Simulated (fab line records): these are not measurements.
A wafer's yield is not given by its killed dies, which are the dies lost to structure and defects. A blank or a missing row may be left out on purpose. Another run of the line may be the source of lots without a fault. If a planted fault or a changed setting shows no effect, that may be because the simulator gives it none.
Struck lot and sound lot, side by side + flow gf180mcu + 14 steps out of a route of 602
Sound: these wafers, L696.1, L696.3, L696.6. Struck: wafers L692.2, L692.5, L692.6. At the end, the cause is stated.
For every step that has rows: the tool of each side, followed by ch and its chambers, followed by its first start. Under that, the readings that differ: sound wafers + struck wafers + difference of the means + sigmas: that difference in standard deviations of wafers without a fault.
alike: a reading whose means differ by less than 2 such deviations, as well as words and numbers matching on both sides. not compared: withheld readings; readings where some wafer has no value; bounds like >300 that might hide an equal value; numbers whose values overlap and for which the record gives no deviation.
The two part at a step that has a row with sigmas, a row that says differs or no value, or rows on one side only. Numbers that have no deviation but don't overlap get no sigmas and don't part them. A reading that every wafer of one side lacks parts them only if that side has two wafers or more.

GF_HV_LDD_RS_MEAS_53: a four-point-probe measurement.
  sound on film-metro-02, day 17 22:01; struck on film-metro-02, day 16 07:56
  alike: HV_LDD_RS
then, 1 step without rows for these wafers: GF_HV_LDD_CVD_54 (deposits SiO2 from TEOS, target thk 10 nm, time 75 s).
GF_HV_LDD_THK_MEAS_55:
  sound on film-metro-04, day 17 23:10; struck on film-metro-01, day 16 09:04
  alike: HV_LDD_CVD_54_THK
then, 1 step without rows for these wafers: GF_HV_LDD_CVD_56 (deposits Si3N4 from DCS/NH3, target thk 90 nm, time 1543 s).
GF_HV_LDD_THK_MEAS_57:
  sound on film-metro-04, day 18 00:38; struck on film-metro-04, day 16 11:16
| reading                | sound          | struck         | difference | sigmas |
|------------------------|----------------|----------------|------------|--------|
| HV_LDD_CVD_56_THK (nm) | 91.2 90.5 90.2 | 88.5 88.6 88.2 | -2.2       | -2     |
GF_HV_LDD_ETCHBACK_58: etches Si3N4 in CH3F/O2, stops on SiO2, time 100 s, target depth 90 nm.
  sound on rie-diel-04 ch 0,2,3, day 18 00:42; struck on rie-diel-01 ch 0,2,3, day 16 11:19
  alike: drypump-motor-current-A, oes-product-au, throttle-valve-pct
  not compared: rf-hours-counter-h
then, 6 steps without rows for these wafers: GF_NSD_DEHYDRATE_00 (time 60 s); GF_NSD_HMDS_01 (prime time 60 s); GF_NSD_COAT_02 (resist thk 1000 nm); GF_NSD_SOFTBAKE_03 (time 60 s); GF_NSD_EXPOSE_04 (exposes mask Nplus, target cd 400 nm); GF_NSD_PEB_05.
GF_NSD_DEVELOP_06: develop time 60 s.
  struck on litho-track-03, day 17 09:40; sound on litho-track-04 ch 0, day 19 00:28
  no value came back on the struck wafers for chill-plate-temp-C (C), develop-time-s (s); on the sound wafers chill-plate-temp-C (C) reads 23.10 23.10 23.10
GF_NSD_CD_MEAS_07: target cd 400 nm.
  sound on cd-sem-02, day 19 00:37; struck on cd-sem-01, day 17 09:48
| reading    | sound             | struck | difference                    | sigmas |
|------------|-------------------|--------|-------------------------------|--------|
| cd-nm (nm) | 402.2 403.8 404.5 | - - -  | no value on the struck wafers |        |

WHERE THEY PART
Last at GF_NSD_CD_MEAS_07 as far as this record goes, first at GF_HV_LDD_THK_MEAS_57.

WHY: whatever the simulator had introduced
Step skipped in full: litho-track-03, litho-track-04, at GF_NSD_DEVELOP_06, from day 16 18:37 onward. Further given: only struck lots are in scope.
